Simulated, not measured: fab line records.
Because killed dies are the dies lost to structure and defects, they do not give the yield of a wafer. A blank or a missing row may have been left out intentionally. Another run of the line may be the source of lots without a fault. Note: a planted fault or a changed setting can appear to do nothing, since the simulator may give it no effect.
Which tool did it? | flow gf180mcu | 6 lots, 18 wafers sampled, at 2 steps of a route of 602

== WHAT EACH GAUGE READ, for each wafer ==
GF_PSD_CD_MEAS_07: target cd 400 nm.
lot  | measured     | on       | cdNm (nm)
L189 | day 15 00:34 | cdSem-01 | 401.7 402.8 401.8
L193 | day 16 07:11 | cdSem-02 | 399.8 401.4 400.0
L195 | day 17 08:04 | cdSem-02 | 398.5 397.5 398.2
L204 | day 20 12:55 | cdSem-02 | 396.2 395.3 397.5
L206 | day 21 05:23 | cdSem-02 | 399.2 401.8 403.8
L208 | day 21 21:36 | cdSem-01 | 400.0 400.5 400.2

== WHICH TOOL RAN EACH LOT (tool, then ch and the chambers of the sampled wafers, then the start) ==
lot  | GF_VT_IMPLANT_WET_ETCH_50
L189 | wetBench-03 ch 1, day 8 02:13
L193 | wetBench-03 ch 1, day 9 04:13
L195 | wetBench-03 ch 1, day 9 21:19
L204 | wetBench-03 ch 3, day 12 12:04
L206 | wetBench-03 ch 1, day 13 01:43
L208 | wetBench-03 ch 2, day 13 14:58
- GF_VT_IMPLANT_WET_ETCH_50: etches SiO2 in dHF, target depth 20 nm, time 400 s.

== THE ANSWER, worked out from the rows above alone ==
Rule: what is usual is taken from the lots themselves. The widest of any qualifying gaps counts: lots, ordered by their means at a reading, are off when they make up no more than a third of the lots, leave a main group of 4 or more, and stand apart from it by 3 or more times the standard deviation of that group's means. A main group whose means are all the same, to the digits that the tables above print for the reading, isn't used. Also off: a lot with no number at a reading for which 4 or more lots have one. Where the step has rows for the other lots, those lots are counted as sound.
Nothing can be told from this: no lot is off at any reading shown.

== WHAT THE SIMULATOR HAD INSERTED ==
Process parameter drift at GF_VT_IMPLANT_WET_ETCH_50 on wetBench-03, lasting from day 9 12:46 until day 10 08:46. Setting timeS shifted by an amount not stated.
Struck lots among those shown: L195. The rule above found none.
